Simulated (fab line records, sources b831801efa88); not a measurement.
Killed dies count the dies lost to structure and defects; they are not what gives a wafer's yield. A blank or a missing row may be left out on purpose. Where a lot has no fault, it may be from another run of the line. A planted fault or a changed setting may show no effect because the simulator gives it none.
2 desks, one fault :: flow gf180mcu :: each desk holds nothing but its own numbers, with what lay behind them at the end

FOR THE TOOL OWNER'S DESK: pvdSputter-04
At GF_M4_SPUTTER_04 (material TiN, target thk 50 nm, time 41.7 s) the tool's own readings: per lot run on this tool, the mean of the sampled wafers that have a number. A lot is out of limits, marked OUT, if its mean lies more than 4 standard deviations from the usual mean; the brackets give that distance.
Columns: A = throttleValvePct at GF_M4_SPUTTER_04, usual 29.8 %
lot: L421
first seen here: day 22 14:30
A: 29.5

lot: L438
first seen here: day 28 19:09
A: 29.1
Finding of this desk: none of the 2 lots has anything out of limits.

FROM THE METROLOGY DESK
Means of the sampled wafers that have a number, per lot and without regard to the tool the lot ran on: this is what the gauges read. A lot is out of limits, marked OUT, if its mean lies more than 4 standard deviations from the usual mean; the brackets give that distance. Only the readings that lie furthest out on some lot appear, 7 of the 9 it has.
Columns: A = V3_W_RS at GF_V3_RS_MEAS_24, usual 0.328 ohm/sq; B = M4_ALCU_RS at GF_M4_RS_MEAS_05, usual 0.0698 ohm/sq; C = M4_ALCU_THK at GF_M4_THK_MEAS_06, usual 449 nm; D = cdNm at GF_M4_CD_MEAS_14, usual 280.0 nm; E = M4_OVL at GF_M4_OVL_MEAS_15, usual 0 nm; F = V4_CVD_02_THK at GF_V4_THK_MEAS_03, usual 851 nm; G = V4_BOW at GF_V4_BOW_MEAS_05, usual 135 um
lot: L421
first seen here: day 22 13:50
A: 0.324
B: 0.0692
C: 453
D: 280.4
E: -6
F: 832
G: 140

lot: L425
first seen here: day 24 02:05
A: 0.325
B: 0.0694
C: 450
D: 280.5
E: 3
F: 840
G: 138

lot: L438
first seen here: day 28 18:22
A: 0.325
B: 0.0713
C: 435
D: 277.1
E: 6
F: 870
G: 130

lot: L441
first seen here: day 29 11:56
A: 0.329
B: 0.0693
C: 453
D: 278.8
E: -3
F: 852
G: 113

lot: L443
first seen here: day 29 19:25
A: 0.326
B: 0.0693
C: 455
D: 280.1
E: 2
F: 855
G: 143
Finding of this desk: none of the 5 lots has anything out of limits.

ALL TOGETHER
Nothing out of limits was seen by the tool owner's desk.
At the metrology desk, nothing out of limits was observed.

WHAT THE SIMULATOR PUT IN
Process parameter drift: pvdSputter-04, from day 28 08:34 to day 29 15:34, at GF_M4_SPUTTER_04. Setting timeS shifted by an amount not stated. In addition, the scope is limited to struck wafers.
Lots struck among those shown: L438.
